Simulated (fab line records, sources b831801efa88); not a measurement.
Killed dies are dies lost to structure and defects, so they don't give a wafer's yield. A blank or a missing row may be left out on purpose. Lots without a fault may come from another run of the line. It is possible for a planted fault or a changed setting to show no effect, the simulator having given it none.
What tool caused it?    flow gf180mcu    21 wafers from 7 lots sampled at 4 of the route's 602 steps

WHAT THE GAUGES SHOWED, per wafer
GF_M3_CD_MEAS_14: target cd 280 nm.
lot   measured      on        cdNm (nm)
L341  day 21 22:52  cdSem-01  282.6 281.2 282.4
L343  day 23 03:07  cdSem-01  248.4 279.6 279.6
L352  day 25 19:23  cdSem-01  282.5 282.5 283.2
L355  day 26 22:52  cdSem-01  280.2 280.2 280.6
L357  day 27 09:50  cdSem-01  279.0 280.0 279.1
L359  day 28 03:56  cdSem-01  280.8 281.5 281.6
L361  day 28 09:13  cdSem-02  279.7 280.5 279.7

WHAT TOOL EACH LOT RAN ON (gives the tool, then ch and the chambers of the sampled wafers, and finally the start)
lot   GF_V2_STRIP_18                       GF_M3_SPUTTER_02             GF_M3_EXPOSE_11
L341  plasmaAsher-02 ch 0,1, day 20 22:04  pvdSputter-01, day 20 23:26  krfScanner-01 ch 0, day 21 11:42
L343  plasmaAsher-01 ch 0,1, day 22 02:46  pvdSputter-01, day 22 04:08  krfScanner-02 ch 0, day 22 16:04
L352  plasmaAsher-01 ch 0,1, day 24 20:40  pvdSputter-03, day 24 22:08  krfScanner-01 ch 0, day 25 09:11
L355  plasmaAsher-01 ch 1, day 26 00:49    pvdSputter-03, day 26 02:10  krfScanner-02 ch 0, day 26 12:44
L357  plasmaAsher-01 ch 0,1, day 26 11:28  pvdSputter-02, day 26 12:57  krfScanner-02 ch 0, day 26 23:46
L359  plasmaAsher-02 ch 0,1, day 27 06:30  pvdSputter-01, day 27 07:50  krfScanner-01 ch 0, day 27 17:55
L361  plasmaAsher-02 ch 0,1, day 27 12:04  pvdSputter-01, day 27 13:25  krfScanner-01 ch 0, day 27 23:40
- GF_V2_STRIP_18: strips in O2/N2.
- GF_M3_SPUTTER_02: material AlCu, target thk 450 nm, time 23.9 s.
- GF_M3_EXPOSE_11: exposes mask Metal3, target cd 280 nm.

THE ANSWER, worked out from the rows above alone
Rule: the lots themselves supply what counts as usual. The widest of any qualifying gaps counts: lots, ordered by their means at a reading, are off when they make up no more than a third of the lots, leave a main group of 4 or more, and stand apart from it by 3 or more times the standard deviation of that group's means. A main group whose means are all the same, to the digits that the tables above print for the reading, isn't used. Also off: a lot with no number at a reading for which 4 or more lots have one. Any other lot the step has rows for is counted as sound.
Off at GF_M3_CD_MEAS_14 (cdNm): L343. Mean 281.0 nm and standard deviation 1.2 in the main group.
A tool fits if, at a process step before that reading, it ran every lot that is off, and no sound lot after the first of them. The gauges at GF_M3_CD_MEAS_14 are tried like those tools. Not one of the candidates tried fits.

WHAT THE SIMULATOR HAD INSERTED
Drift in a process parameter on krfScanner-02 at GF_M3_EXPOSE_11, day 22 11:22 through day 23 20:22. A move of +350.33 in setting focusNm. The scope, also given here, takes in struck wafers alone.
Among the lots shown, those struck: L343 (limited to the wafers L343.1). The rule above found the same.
